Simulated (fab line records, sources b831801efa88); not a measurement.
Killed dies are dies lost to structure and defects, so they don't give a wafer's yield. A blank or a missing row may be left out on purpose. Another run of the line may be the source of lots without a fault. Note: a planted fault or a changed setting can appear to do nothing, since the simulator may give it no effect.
Matching of chambers	flow sfq-line	cmp-02 running SFQ_TRILAYER_I4_CMP_CMP_100: 4 sister chambers
The step polishes SiO2. 8 wafers are shown with their chamber, then 9 later ones without.

## WAFERS WITH THEIR CHAMBER
wafer	chamber	motor-current-A (A)	slurry-flow-ml-min
L607.1	2	10.9	149.3
L607.3	0	9.9	150.1
L607.4	1	10.1	150.9
L609.4	0	10.0	150.8
L609.5	1	10.1	150.4
L610.2	3	8.2	149.9
L610.3	2	10.7	149.6
L610.6	3	7.5	149.3

## WAFERS WITHOUT THEIR CHAMBER
wafer	motor-current-A (A)	slurry-flow-ml-min
L611.2	10.0	149.8
L611.4	9.8	150.8
L611.6	8.3	149.8
L616.2	8.3	150.4
L616.5	8.5	149.8
L616.6	9.7	150.2
L617.3	9.0	149.8
L617.5	10.2	150.3
L617.6	8.1	150.3

## EACH ONE'S CHAMBER
wafer	from the rows above	in truth
L611.2	can't be placed: 0 or 1 or 2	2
L611.4	can't be placed: 0 or 1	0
L611.6	3	3
L616.2	3	3
L616.5	3	3
L616.6	can't be placed: 0 or 1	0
L617.3	can't be placed: 0 or 3 or 1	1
L617.5	can't be placed: 1 or 0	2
L617.6	3	3
4 of 9 placed correctly. Cannot be placed on the basis of these rows: 5; the candidates contain the true chamber in 4. Placed wrongly: 0.
How it was worked out, from the rows above alone: a wafer's distance from a chamber is the root of the sum, over the readings, of the square of ((its reading less the chamber's mean) divided by the reading's scatter). The wafer belongs to the nearest chamber; if the next one is less than 2 further off, it can't be placed. A chamber's mean is the mean of its shown wafers. The scatter is the square root of a quotient: the sum, over the shown wafers, of each reading's squared deviation from its chamber's mean, divided by wafers minus chambers.
